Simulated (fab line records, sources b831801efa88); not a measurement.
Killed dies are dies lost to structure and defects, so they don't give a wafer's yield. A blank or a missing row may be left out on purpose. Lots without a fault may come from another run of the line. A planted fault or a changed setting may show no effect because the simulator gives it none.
Which tool did it? | flow gf180mcu | 6 lots, 18 wafers sampled, at 1 step of a route of 602

WHAT THE GAUGES READ, wafer by wafer
GF_V2_OVL_MEAS_15.
lot  | measured     | on         | V2_OVL (nm)
L409 | day 21 15:54 | overlay-01 | 3 -3 6
L411 | day 22 14:32 | overlay-02 | -9 -4 -8
L413 | day 23 05:46 | overlay-02 | -7 -7 -11
L415 | day 24 01:27 | overlay-01 | -8 -10 -2
L418 | day 25 08:37 | overlay-01 | -4 0 3
L427 | day 27 20:13 | overlay-02 | -3 -1 -8

WHICH TOOL RAN EACH LOT (tool, then ch and the chambers of the sampled wafers, then the start)
The record holds no process step before these readings.

THE ANSWER, worked out from the rows above alone
Rule: what is usual is taken from the lots themselves. Put in order of their means at a reading, lots are off if they are a third of the lots or fewer, leave a main group of 4 or more, and stand apart from it by a gap of 3 or more times the standard deviation of the main group's means; of several such gaps the widest counts. A main group whose means are all the same, to the digits that the tables above print for the reading, isn't used. A lot without any number at a reading at which 4 lots or more have one is off too. The other lots that the step has rows for count as sound.
No lot is off at any reading shown: from this, nothing can be told.

WHAT THE SIMULATOR HAD PUT IN
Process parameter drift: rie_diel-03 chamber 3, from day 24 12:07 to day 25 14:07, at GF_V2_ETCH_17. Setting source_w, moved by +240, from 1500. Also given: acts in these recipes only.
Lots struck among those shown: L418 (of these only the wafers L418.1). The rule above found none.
